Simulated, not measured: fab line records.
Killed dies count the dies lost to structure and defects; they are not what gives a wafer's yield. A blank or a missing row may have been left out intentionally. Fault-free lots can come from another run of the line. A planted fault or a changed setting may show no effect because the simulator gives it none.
fab line records ; flow sky130 ; part 2 of 2: steps 28 to 37 of 37
record: lots: 5; wafers: 15; last_day: 49
route steps=708 shown METAL1@448 VIA1@458 METAL2@483
lots untouched by any fault: they come from a run of this same line in which no faults occurred
start_h: hours from the record's opening day to when the first of the lot's shown wafers began ; wait_h: hours since the lot's step before ; " the same as in the row above ; L1.1+2: one row covering several wafers at once ; - no value, or no start given ; * or withheld: withheld ; < > ~ a bound
route shown NAME@n: a module of which the file shows steps, and the number in the route of the first ; usual: mean and standard deviation over wafers with no fault ; same: alike in all rows ; chamber/n: place in a boat ; sites: each site's reading ; _std_site: how widely they spread, as a standard deviation ; _edge_site: mean of outer sites minus mean of inner sites ; radius_mm: for every site, how far away it sits from the centre of the wafer ; mask NAME#n: copy n ; behind: tool/chamber where the wafer was last shaped ; hold: why the lot was held/for how many hours/how that ended ; device: the n, p or np transistor that did not switch ; end of line: the tests these same wafers got at the end of their route ; for a step that has no rows: nothing shown but its recipe ; killed: dies lost to structure and defects at the first sort, not the wafer's yield ; map: a wafer's dies, marking killed ones x, the rest . and places with no die _
set.NAME: the setting that was run; set.NAME@STEP: the one run at that earlier step ; model.NAME: the simulator's own value behind a step, which no gauge read
lots at selected steps of the route; one table per step, one row per wafer
services: when a tool's chamber went out of use (start_h, in hours from the record's first day, below 0 if earlier), for how many hours, and the reason
== steps ==
step: SKY_VIA1_STRIP_17
recipe: chemistry: post_etch_residue_remover; time_s: 1200; temp_c: 72.5
lot.wafer;tool;chamber;start_h;wait_h
L074.1+4+5;wet_bench-04;1;785.02;0.1
L076.2+3+6;wet_bench-02;3;804.37;0.1
L081.1+2+6;wet_bench-04;0;841.52;0.1
L082.2+4+5;wet_bench-02;0;859.92;0.1
L090.1+5+6;wet_bench-02;0;917.24;0.1
step: SKY_VIA1_CLEAN_18
recipe: chemistry: IPA; time_s: 180; temp_c: 25
lot.wafer;tool;chamber;start_h;wait_h
L074.1+4+5;wet_bench-01;1;785.36;0.0
L076.2+3+6;wet_bench-01;2;804.71;0.0
L081.1+2+6;wet_bench-02;3;841.87;0.0
L082.2+4+5;wet_bench-04;0;860.30;0.0
L090.1+5+6;wet_bench-04;1;917.61;0.0
step: SKY_VIA1_CLEAN_19
recipe: chemistry: O3/DIW; dry: n2_spin
lot.wafer;tool;chamber;start_h;wait_h
L074.1+4+5;wet_bench-02;1;785.42;0.0
L076.2+3+6;wet_bench-04;1;804.77;0.0
L081.1+2+6;wet_bench-01;3;841.93;0.0
L082.2+4+5;wet_bench-02;0;860.35;0.0
L090.1+5+6;wet_bench-01;0;917.68;0.0
step: SKY_VIA1_SPUTTER_20
recipe: material: TiN; target_thk_nm: 20; chamber_pressure_pa: 5; power_w: 4000; time_s: 80
usual: throttle_valve_pct: 30.0/1
lot.wafer;tool;chamber;start_h;wait_h;throttle_valve_pct
L074.1;pvd_sputter-04;-;785.51;0.0;30.4
L074.4;pvd_sputter-04;-;785.51;0.0;30.6
L074.5;pvd_sputter-04;-;785.51;0.0;29.8
L076.2;pvd_sputter-03;-;804.86;0.0;31.1
L076.3;pvd_sputter-03;-;804.86;0.0;30.4
L076.6;pvd_sputter-03;-;804.86;0.0;30.3
L081.1;pvd_sputter-04;-;842.03;0.0;30.6
L081.2;pvd_sputter-04;-;842.03;0.0;29.6
L081.6;pvd_sputter-04;-;842.03;0.0;30.5
L082.2;pvd_sputter-04;-;860.45;0.0;30.4
L082.4;pvd_sputter-04;-;860.45;0.0;29.8
L082.5;pvd_sputter-04;-;860.45;0.0;29.7
L090.1;pvd_sputter-04;-;917.77;0.0;30.3
L090.5;pvd_sputter-04;-;917.77;0.0;29.6
L090.6;pvd_sputter-04;-;917.77;0.0;30.5
step: SKY_VIA1_CVD_21
recipe: material: W; target_thk_nm: 270; time_s: 80.902; temp_c: 400; pressure_torr: 40
usual: heater_power_w: 915/69
lot.wafer;tool;chamber;start_h;wait_h;heater_power_w
L074.1;cvd_w-01;1;785.58;0.0;1000
L074.4;cvd_w-01;1;785.58;0.0;1043
L074.5;cvd_w-01;1;785.58;0.0;1014
L076.2;cvd_w-02;1;804.96;0.1;867
L076.3;cvd_w-02;1;804.96;0.1;865
L076.6;cvd_w-02;1;804.96;0.1;859
L081.1;cvd_w-02;1;842.16;0.1;857
L081.2;cvd_w-02;0;842.16;0.1;935
L081.6;cvd_w-02;0;842.16;0.1;926
L082.2;cvd_w-01;1;860.52;0.0;1042
L082.4;cvd_w-01;1;860.52;0.0;1027
L082.5;cvd_w-01;0;860.52;0.0;863
L090.1;cvd_w-01;0;917.83;0.0;851
L090.5;cvd_w-01;1;917.83;0.0;1042
L090.6;cvd_w-01;0;917.83;0.0;841
step: SKY_VIA1_RS_MEAS_22
recipe: thk_meas_gauge: four-point-probe; reads: W_of_VIA1_CVD_21+TiN_of_VIA1_SPUTTER_20
usual: VIA1_W_RS: 0.427/0.0039
lot.wafer;tool;chamber;start_h;wait_h;VIA1_W_RS[ohm/sq]
L074.1;film_metro-02;-;785.67;0.1;0.427
L074.4;film_metro-02;-;785.67;0.1;0.425
L074.5;film_metro-02;-;785.67;0.1;0.422
L076.2;film_metro-01;-;805.13;0.1;0.430
L076.3;film_metro-01;-;805.13;0.1;0.420
L076.6;film_metro-01;-;805.13;0.1;0.424
L081.1;film_metro-01;-;842.25;0.1;0.426
L081.2;film_metro-01;-;842.25;0.1;0.432
L081.6;film_metro-01;-;842.25;0.1;0.428
L082.2;film_metro-03;-;860.63;0.1;0.435
L082.4;film_metro-03;-;860.63;0.1;0.431
L082.5;film_metro-03;-;860.63;0.1;0.432
L090.1;film_metro-02;-;917.92;0.1;0.431
L090.5;film_metro-02;-;917.92;0.1;0.429
L090.6;film_metro-02;-;917.92;0.1;0.425
step: SKY_VIA1_THK_MEAS_23
recipe: thk_meas_gauge: xrf; reads: W_of_VIA1_CVD_21
usual: VIA1_W_THK: 276/3.1
lot.wafer;tool;chamber;start_h;wait_h;VIA1_W_THK[nm]
L074.1;film_metro-02;-;785.79;0.1;275
L074.4;film_metro-02;-;785.79;0.1;276
L074.5;film_metro-02;-;785.79;0.1;278
L076.2;film_metro-01;-;805.24;0.1;272
L076.3;film_metro-01;-;805.24;0.1;281
L076.6;film_metro-01;-;805.24;0.1;276
L081.1;film_metro-01;-;842.37;0.1;278
L081.2;film_metro-01;-;842.37;0.1;274
L081.6;film_metro-01;-;842.37;0.1;276
L082.2;film_metro-03;-;860.74;0.1;272
L082.4;film_metro-03;-;860.74;0.1;276
L082.5;film_metro-03;-;860.74;0.1;273
L090.1;film_metro-02;-;918.04;0.1;272
L090.5;film_metro-02;-;918.04;0.1;274
L090.6;film_metro-02;-;918.04;0.1;276
step: SKY_VIA1_CMP_24
recipe: stop_on: SiO2; t_overpolish_s: 15; down_force_psi: 3.5; platen_rpm: 60; target_thk_nm: 0; pad_velocity_m_s: 0.94248
usual: head_pressure_psi: 3.501/0.0072; motor_current_A: 11.1/1.3; overpolish_run_s: 15.000/0.0095; platen_rpm: 60.00/0.039; retaining_ring_pressure_frac: 1.000/0.0056; time_to_endpoint_s: 65.1/2.7
lot.wafer;tool;chamber;start_h;wait_h;head_pressure_psi;motor_current_A;overpolish_run_s;platen_rpm;retaining_ring_pressure_frac;time_to_endpoint_s
L074.1;cmp-02;3;785.90;0.1;3.498;13.4;15.000;60.05;1.006;63.7
L074.4;cmp-02;0;785.90;0.1;3.495;10.4;15.004;60.04;0.998;65.0
L074.5;cmp-02;2;785.90;0.1;3.498;9.3;15.009;60.05;1.002;60.5
L076.2;cmp-02;3;805.34;0.1;3.503;13.4;15.006;59.97;1.012;66.1
L076.3;cmp-02;0;805.34;0.1;3.496;10.5;15.003;60.02;0.994;69.9
L076.6;cmp-02;3;805.34;0.1;3.514;12.7;14.994;59.98;1.001;66.6
L081.1;cmp-01;3;842.48;0.1;3.492;9.7;14.984;60.00;1.005;65.5
L081.2;cmp-01;0;842.48;0.1;3.500;11.9;15.002;59.97;0.999;66.2
L081.6;cmp-01;3;842.48;0.1;3.500;10.3;15.013;60.00;1.010;64.7
L082.2;cmp-01;1;860.79;0.0;3.492;12.7;15.004;60.02;1.003;64.9
L082.4;cmp-01;2;860.79;0.0;3.505;10.7;15.016;59.97;1.001;60.7
L082.5;cmp-01;2;860.79;0.0;3.499;11.0;15.002;60.00;0.999;60.8
L090.1;cmp-02;3;918.10;0.1;3.496;12.5;15.010;59.96;1.000;62.7
L090.6;cmp-02;3;918.10;0.1;3.504;12.8;14.988;59.95;1.008;62.6
L090.5;cmp-02;0;918.10;0.1;3.486;11.1;15.012;60.03;1.009;65.7
step: SKY_METAL2_SPUTTER_00
recipe: material: Ti; target_thk_nm: 15; power_w: 3000; time_s: 10; chamber_pressure_pa: 0.4
usual: throttle_valve_pct: 30.1/1.2
lot.wafer;tool;chamber;start_h;wait_h;throttle_valve_pct
L074.1;pvd_sputter-03;-;786.15;0.2;30.1
L074.4;pvd_sputter-03;-;786.15;0.2;31.0
L074.5;pvd_sputter-03;-;786.15;0.2;30.5
L076.2;pvd_sputter-01;-;805.59;0.2;29.9
L076.3;pvd_sputter-01;-;805.59;0.2;27.5
L076.6;pvd_sputter-01;-;805.59;0.2;31.5
L081.1;pvd_sputter-01;-;842.73;0.2;31.4
L081.2;pvd_sputter-01;-;842.73;0.2;29.9
L081.6;pvd_sputter-01;-;842.73;0.2;27.6
L082.2;pvd_sputter-01;-;861.09;0.2;32.1
L082.4;pvd_sputter-01;-;861.09;0.2;27.5
L082.5;pvd_sputter-01;-;861.09;0.2;27.7
L090.1;pvd_sputter-04;-;918.40;0.2;29.8
L090.5;pvd_sputter-04;-;918.40;0.2;29.7
L090.6;pvd_sputter-04;-;918.40;0.2;30.7
step: SKY_METAL2_SPUTTER_01
recipe: material: TiN; target_thk_nm: 20; power_w: 6500; time_s: 16.7; chamber_pressure_pa: 0.4
usual: throttle_valve_pct: 30.1/1.2
lot.wafer;tool;chamber;start_h;wait_h;throttle_valve_pct
L074.1;pvd_sputter-03;-;786.17;0.0;30.0
L074.4;pvd_sputter-03;-;786.17;0.0;30.9
L074.5;pvd_sputter-03;-;786.17;0.0;30.4
L076.2;pvd_sputter-01;-;805.61;0.0;29.9
L076.3;pvd_sputter-01;-;805.61;0.0;27.7
L076.6;pvd_sputter-01;-;805.61;0.0;31.4
L081.1;pvd_sputter-01;-;842.75;0.0;31.3
L081.2;pvd_sputter-01;-;842.75;0.0;30.0
L081.6;pvd_sputter-01;-;842.75;0.0;27.7
L082.2;pvd_sputter-01;-;861.11;0.0;32.0
L082.4;pvd_sputter-01;-;861.11;0.0;27.4
L082.5;pvd_sputter-01;-;861.11;0.0;27.7
L090.1;pvd_sputter-04;-;918.42;0.0;29.5
L090.5;pvd_sputter-04;-;918.42;0.0;29.8
L090.6;pvd_sputter-04;-;918.42;0.0;30.5
== services ==
tool;chamber;start_h;hours;kind
rie_metal-03;-;739.18;14.6;pm
krf_scanner-01;-;741.93;6.7;repair
krf_scanner-01;-;748.63;0.8;pm
rie_diel-01;0;755.91;21.2;repair
cmp-02;-;758.04;1.6;repair
cmp-02;-;761.58;4.0;pm
cmp-01;-;765.58;3.7;pm
hdpcvd-02;1;774.78;2.2;repair
krf_scanner-01;-;775.12;7.2;pm
pvd_sputter-04;-;778.15;0.7;repair
krf_scanner-01;-;782.32;4.0;pm
rie_diel-01;2;789.06;4.2;repair
wet_bench-02;-;789.50;1.0;repair
pvd_sputter-04;-;792.23;0.8;repair
rie_metal-01;-;814.11;3.6;repair
pvd_sputter-04;-;815.61;3.7;repair
pvd_sputter-04;-;822.61;7.9;repair
rie_diel-01;0;824.43;1.8;repair
pvd_sputter-01;-;865.20;1.9;repair
rie_metal-03;-;868.31;2.8;pm
pvd_sputter-04;-;883.94;1.9;repair
pvd_sputter-01;-;887.18;3.8;repair
rie_metal-03;-;902.52;1.4;pm
pvd_sputter-01;-;914.43;2.3;repair
